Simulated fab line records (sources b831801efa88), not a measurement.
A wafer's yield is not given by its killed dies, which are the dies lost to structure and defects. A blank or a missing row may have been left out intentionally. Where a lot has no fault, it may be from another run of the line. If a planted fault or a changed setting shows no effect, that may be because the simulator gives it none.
fab line records    flow sky130    part 2 of 2: steps 28 to 40 of 40
[record] lots = 5  wafers = 15  lastDay = 50
route steps=708 shown VIA2@524 METAL3@532 CAPM@537
lots that met no fault: taken from a fault-free run of the same line
startH: hours from the record's opening day to when the first of the lot's shown wafers began    waitH: hours elapsed since this lot's preceding step    " identical to the entry in the row above    L1.1+2: several wafers, shown together as one row    - no value, or no start was given    * or withheld: withheld    < > ~ a bound
route shown NAME@n: names a module that has steps shown in the file, with the first one's number in the route    usual: mean and standard deviation over wafers with no fault    same: alike in all rows    chamber/n: place in a boat    sites: each site's reading    _std_site: how widely they spread, as a standard deviation    _edge_site: the outer-site mean with the inner-site mean subtracted    radiusMm: how far each site lies from the wafer's centre    mask NAME#n: copy n    behind: the tool/chamber that last shaped the wafer    hold: why the lot went on hold/how many hours it stayed there/how the hold came to an end    device: names the non-switching transistor (n, p or np)    end of line: the route-end tests of the same wafers    for a step that has no rows: nothing shown but its recipe    killed: dies lost to structure and defects at the first sort, not the wafer's yield    map: a wafer's dies, marking killed ones x, the rest . and places with no die _
set.NAME: the setting as run; set.NAME@STEP: as run at that earlier step    model.NAME: the simulator's own value behind a step, which no gauge read
lots seen at some steps along the route; tables by step, rows by wafer
services: when a tool's chamber went out of use (startH, in hours from the record's first day, below 0 if earlier), for how many hours, and the reason
[[steps]]
[step SKY_CAPM_STRIP_14]
[recipe] chemistry = O2/N2  powerW = 1400  pressureMtorr = 1500  platenTempC = withheld  o2FlowSccm = 3000  n2FlowSccm = 300  overashFraction = 0.5
[usual] drypumpMotorCurrentA = 5.8/0.32  n2FlowSccm = 300.0/0.98  oesProductAu = 0.710/0.0046  stripTimeToEndpointS = 12.66/0.05
lot.wafer  tool            chamber  startH   waitH  drypumpMotorCurrentA  n2FlowSccm  oesProductAu  rfHoursCounterH  stripTimeToEndpointS
L081.4     plasmaAsher-04  1        938.75   0.1    6.0                   300.2       0.706         -                12.64
L081.5     "               0        "        "      5.8                   299.1       0.713         -                12.71
L081.6     "               1        "        "      6.0                   299.6       0.708         -                12.65
L087.1     plasmaAsher-03  1        966.75   0.1    5.3                   301.3       0.699         21               12.73
L087.3     "               1        "        "      5.3                   300.5       0.713         -                12.69
L087.5     "               1        "        "      5.3                   301.8       0.704         -                12.70
L088.1     plasmaAsher-04  0        980.35   0.1    5.8                   300.7       0.708         115              12.75
L088.5     "               1        "        "      6.0                   299.3       0.705         -                12.75
L088.6     "               0        "        "      5.8                   301.4       0.706         -                12.76
L091.1     plasmaAsher-03  0        998.87   0.1    6.1                   299.6       0.707         24               12.68
L091.4     "               0        "        "      6.1                   299.5       0.715         -                12.63
L091.5     "               1        "        "      5.3                   298.8       0.717         -                12.68
L095.1     plasmaAsher-01  0        1021.81  0.1    5.9                   300.0       0.706         60               12.69
L095.3     "               0        "        "      5.9                   300.9       0.712         -                12.68
L095.6     "               0        "        "      5.9                   299.0       0.702         -                12.66
[step SKY_CAPM_STRIP_15]
[recipe] chemistry = postEtchResidueRemover  timeS = 1200  tempC = 72.5
[usual] bathHeatDutyPct = 14.6/1.1
lot.wafer  tool         chamber  startH   waitH  bathHeatDutyPct
L081.4     wetBench-04  3        938.81   0.0    16.4
L081.5     "            3        "        "      15.4
L081.6     "            3        "        "      15.5
L087.1     wetBench-03  2        966.85   0.1    13.7
L087.3     "            2        "        "      14.3
L087.5     "            2        "        "      13.7
L088.1     wetBench-02  1        980.45   0.1    16.6
L088.5     "            1        "        "      15.8
L088.6     "            1        "        "      16.1
L091.1     wetBench-04  2        998.97   0.1    16.2
L091.4     "            2        "        "      16.4
L091.5     "            2        "        "      16.1
L095.1     wetBench-03  0        1021.91  0.1    14.1
L095.3     "            0        "        "      14.5
L095.6     "            0        "        "      14.4
[step SKY_CAPM_CLEAN_16]
[recipe] chemistry = IPA  timeS = 180  tempC = 25
[usual] bathHeatDutyPct = 6.2/0.66
lot.wafer  tool         chamber  startH   waitH  bathHeatDutyPct
L081.4     wetBench-03  3        939.15   0.0    6.1
L081.5     "            3        "        "      5.6
L081.6     "            3        "        "      6.1
L087.1     wetBench-02  3        967.19   0.0    6.3
L087.3     "            3        "        "      6.8
L087.5     "            3        "        "      6.6
L088.1     wetBench-03  0        980.83   0.0    5.6
L088.5     "            0        "        "      6.5
L088.6     "            0        "        "      5.9
L091.1     wetBench-03  3        999.35   0.0    5.1
L091.4     "            3        "        "      6.7
L091.5     "            3        "        "      6.0
L095.1     wetBench-02  3        1022.25  0.0    6.9
L095.3     "            3        "        "      6.9
L095.6     "            3        "        "      7.0
[step SKY_CAPM_CLEAN_17]
[recipe] chemistry = O3/DIW  dry = n2Spin
lot.wafer   tool         chamber  startH   waitH
L081.4+5+6  wetBench-02  1        939.21   0.0
L087.1+3+5  wetBench-04  3        967.26   0.0
L088.1+5+6  wetBench-04  1        980.88   0.0
L091.1+4+5  wetBench-04  1        999.40   0.0
L095.1+3+6  wetBench-04  0        1022.53  0.0
[step SKY_METAL3_DEHYDRATE_05]
[recipe] tempC = 200  timeS = 60
[usual] heaterPowerTotalW = 160.36/0.12  plateTempC = 200.02/0.17
lot.wafer  tool           chamber  startH   waitH  heaterPowerTotalW  plateTempC
L081.4     lithoTrack-03  0        951.07   11.8   160.52             199.98
L081.5     "              0        "        "      160.42             200.13
L081.6     "              0        "        "      160.43             200.31
L087.1     lithoTrack-03  0        978.55   11.2   160.26             199.85
L087.3     "              0        "        "      160.32             200.13
L087.5     "              0        "        "      160.30             199.97
L088.1     lithoTrack-03  0        991.90   10.8   160.38             200.27
L088.5     "              0        "        "      160.38             200.04
L088.6     "              0        "        "      160.37             200.16
L091.1     lithoTrack-03  0        1010.95  11.4   160.43             199.99
L091.4     "              0        "        "      160.23             200.08
L091.5     "              0        "        "      160.50             199.92
L095.1     lithoTrack-02  0        1033.94  11.3   160.17             199.94
L095.3     "              0        "        "      160.20             199.86
L095.6     "              0        "        "      160.25             200.10
[step SKY_METAL3_HMDS_06]
[recipe] primeTimeS = 60  primeTempC = 120
lot.wafer   tool           chamber  startH   waitH
L081.4+5+6  lithoTrack-03  0        951.22   0.1
L087.1+3+5  lithoTrack-03  0        978.70   0.1
L088.1+5+6  lithoTrack-03  0        992.05   0.1
L091.1+4+5  lithoTrack-03  0        1011.10  0.1
L095.1+3+6  lithoTrack-02  0        1034.09  0.1
[step SKY_METAL3_COAT_07]
[recipe] resist = BARC  tempC = withheld  timeS = withheld  spinRpm = 3000  resistThkNm = 60
lot.wafer   tool           chamber  startH   waitH
L081.4+5+6  lithoTrack-03  0        951.37   0.1
L087.1+3+5  lithoTrack-03  0        978.85   0.1
L088.1+5+6  lithoTrack-03  0        992.20   0.1
L091.1+4+5  lithoTrack-03  0        1011.25  0.1
L095.1+3+6  lithoTrack-02  0        1034.24  0.1
[step SKY_METAL3_COAT_08]
[recipe] resist = KrF-thick  spinRpm = 3000  resistThkNm = 1140
lot.wafer   tool           chamber  startH  waitH
L081.4+5+6  lithoTrack-03  0        -       -
L087.1+3+5  lithoTrack-03  0        -       -
L088.1+5+6  lithoTrack-03  0        -       -
L091.1+4+5  lithoTrack-03  0        -       -
L095.1+3+6  lithoTrack-02  0        -       -
[step SKY_METAL3_SOFTBAKE_09]
[recipe] tempC = 100  timeS = 90  resist = KrF-thick
[usual] heaterPowerTotalW = 57.37/0.12  plateTempC = 100.02/0.13
lot.wafer  tool           chamber  startH  waitH  heaterPowerTotalW  plateTempC
L081.4     lithoTrack-03  0        -       -      57.15              99.92
L081.5     "              0        "       "      57.33              99.99
L081.6     "              0        "       "      57.41              100.00
L087.1     lithoTrack-03  0        -       -      57.29              100.13
L087.3     "              0        "       "      57.22              99.99
L087.5     "              0        "       "      57.47              100.17
L088.1     lithoTrack-03  0        -       -      57.40              99.92
L088.5     "              0        "       "      57.47              99.97
L088.6     "              0        "       "      57.32              100.09
L091.1     lithoTrack-03  0        -       -      57.40              99.97
L091.4     "              0        "       "      57.45              99.82
L091.5     "              0        "       "      57.43              100.05
L095.1     lithoTrack-02  0        -       -      57.32              100.23
L095.3     "              0        "       "      57.39              100.10
L095.6     "              0        "       "      57.43              100.14
[step SKY_METAL3_EXPOSE_10]
[recipe] maskId = MM3  na = 0.68  sourceShape = annular  sigmaInner = 0.4  sigmaOuter = 0.8  targetCdNm = 300  doseMj = 28
lot.wafer   tool           chamber  startH  waitH  mask
L081.4+5+6  krfScanner-01  0        -       -      MM3#0
L087.1+3+5  krfScanner-02  0        -       -      MM3#0
L088.1+5+6  krfScanner-02  0        -       -      MM3#0
L091.1+4+5  krfScanner-02  0        -       -      MM3#0
L095.1+3+6  krfScanner-02  0        -       -      MM3#0
[step SKY_METAL3_PEB_11]
[recipe] pebTempC = withheld  pebTimeS = withheld  resist = KrF-thick
lot.wafer   tool           chamber  startH  waitH
L081.4+5+6  lithoTrack-01  0        -       -
L087.1+3+5  lithoTrack-03  0        -       -
L088.1+5+6  lithoTrack-03  0        -       -
L091.1+4+5  lithoTrack-01  0        -       -
L095.1+3+6  lithoTrack-02  0        -       -
[step SKY_METAL3_DEVELOP_12]
[recipe] developTimeS = 60  resist = KrF-thick  devTempC = 21
lot.wafer   tool           chamber  startH  waitH
L081.4+5+6  lithoTrack-01  0        -       -
L087.1+3+5  lithoTrack-03  0        -       -
L088.1+5+6  lithoTrack-03  0        -       -
L091.1+4+5  lithoTrack-01  0        -       -
L095.1+3+6  lithoTrack-02  0        -       -
[step SKY_METAL3_CD_MEAS_13]
[recipe] targetCdNm = 300
[usual] cdNm = 299.7/1.5
lot.wafer  tool      chamber  startH   waitH  cdNm
L081.4     cdSem-01  -        963.20   -      300.4
L081.5     "         -        "        "      300.5
L081.6     "         -        "        "      301.1
L087.1     cdSem-01  -        990.50   -      299.9
L087.3     "         -        "        "      299.8
L087.5     "         -        "        "      299.2
L088.1     cdSem-01  -        1004.35  -      298.9
L088.5     "         -        "        "      299.3
L088.6     "         -        "        "      298.6
L091.1     cdSem-01  -        1022.69  -      300.3
L091.4     "         -        "        "      300.3
L091.5     "         -        "        "      301.6
L095.1     cdSem-01  -        1045.86  -      299.2
L095.3     "         -        "        "      299.9
L095.6     "         -        "        "      300.1
[[services]]
tool             chamber  startH   hours  kind
krfScanner-02    -        893.52   1.0    pm
cmp-02           -        903.55   0.6    repair
rieMetal-03      0        903.81   3.6    repair
cvdW-01          -        904.00   14.0   pm
pvdSputter-04    -        914.77   0.9    repair
cvdW-02          -        918.58   2.8    pm
pvdSputter-04    -        925.15   19.3   repair
pecvd-02         -        928.09   14.6   pm
pecvd-02         -        945.28   1.2    repair
pvdSputter-03    -        960.10   5.2    repair
ilineStepper-02  -        962.63   1.7    pm
krfScanner-02    -        966.11   0.7    repair
pvdSputter-02    -        975.61   3.6    repair
cmp-02           -        976.79   14.1   pm
pvdSputter-01    -        989.16   0.9    repair
cmp-02           -        990.93   4.3    pm
wetBench-01      -        998.71   2.6    repair
krfScanner-02    -        1001.41  1.3    pm
cmp-02           -        1014.99  1.1    repair
pvdSputter-02    -        1022.00  0.6    repair
krfScanner-02    -        1024.07  0.8    pm
cmp-02           -        1036.35  0.3    repair
pecvd-02         -        1036.99  0.8    repair
pvdSputter-01    -        1043.85  1.1    repair
